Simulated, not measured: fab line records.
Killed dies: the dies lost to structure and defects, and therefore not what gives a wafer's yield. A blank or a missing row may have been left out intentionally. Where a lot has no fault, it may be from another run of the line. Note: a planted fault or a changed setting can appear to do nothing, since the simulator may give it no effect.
Chamber matching    flow gf180mcu    cmp-02 running GF_V2_CMP_04: 4 sister chambers
The step polishes SiO2. 16 wafers are shown with their chamber, then 8 later ones without.

## WAFERS WITH THEIR CHAMBER
wafer   chamber  motor-current-A (A)  time-to-endpoint-s (s)  head-pressure-psi (psi)
L742.1  1        13.1                 75                      4.006
L742.2  0        12.9                 82                      4.005
L742.4  2        11.9                 83                      3.997
L747.1  3        11.7                 86                      3.998
L747.2  0        12.6                 86                      4.011
L747.5  3        11.6                 86                      4.020
L748.1  3        11.7                 77                      4.007
L748.5  1        12.4                 87                      3.993
L748.6  2        11.7                 84                      4.001
L752.4  1        12.5                 82                      4.005
L752.5  1        13.1                 91                      4.011
L752.6  2        11.1                 82                      4.010
L755.1  1        13.1                 77                      4.013
L755.4  2        11.4                 83                      4.008
L755.6  2        11.4                 89                      4.016
L760.2  1        13.0                 76                      3.995

SIGNATURES (averages over the wafers above)
reading             chamber 0  chamber 1  chamber 2  chamber 3  scatter within a chamber
motor-current-A     12.750     12.867     11.500     11.667     0.284
time-to-endpoint-s  84.00      81.33      84.20      83.00      5.05
head-pressure-psi   4.00800    4.00383    4.00640    4.00833    0.00829
Rule: a wafer lies at a distance from a chamber equal to the root of the sum of squares, over the readings, of (its reading less the chamber's mean, divided by the reading's scatter). If the next closest chamber is less than 2 further off than the closest, the wafer can't be placed; otherwise it belongs to the closest. The scatter: take each reading less its chamber's mean, square it, sum over the shown wafers, divide by the number of wafers less the number of chambers, and take the root.

## WAFERS WITH NO CHAMBER GIVEN
wafer   motor-current-A (A)  time-to-endpoint-s (s)  head-pressure-psi (psi)
L760.3  11.2                 67                      4.009
L760.5  11.7                 76                      3.994
L762.1  12.1                 70                      4.002
L762.2  11.0                 68                      3.991
L762.4  13.0                 79                      4.001
L764.2  13.4                 72                      3.994
L764.3  11.0                 77                      3.995
L764.5  12.7                 79                      3.994

## WHICH CHAMBER EACH WENT THROUGH
wafer   from the rows above                in truth
L760.3  can't be placed: 3 or 2            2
L760.5  can't be placed: 3 or 2            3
L762.1  can't be placed: 3 or 1 or 2 or 0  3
L762.2  can't be placed: 2 or 3            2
L762.4  can't be placed: 1 or 0            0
L764.2  can't be placed: 1 or 0            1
L764.3  can't be placed: 2 or 3            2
L764.5  can't be placed: 1 or 0            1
0 of 8 placed correctly. These rows do not allow placing 8 (true chamber among the candidates in 8). Wrongly placed: 0.
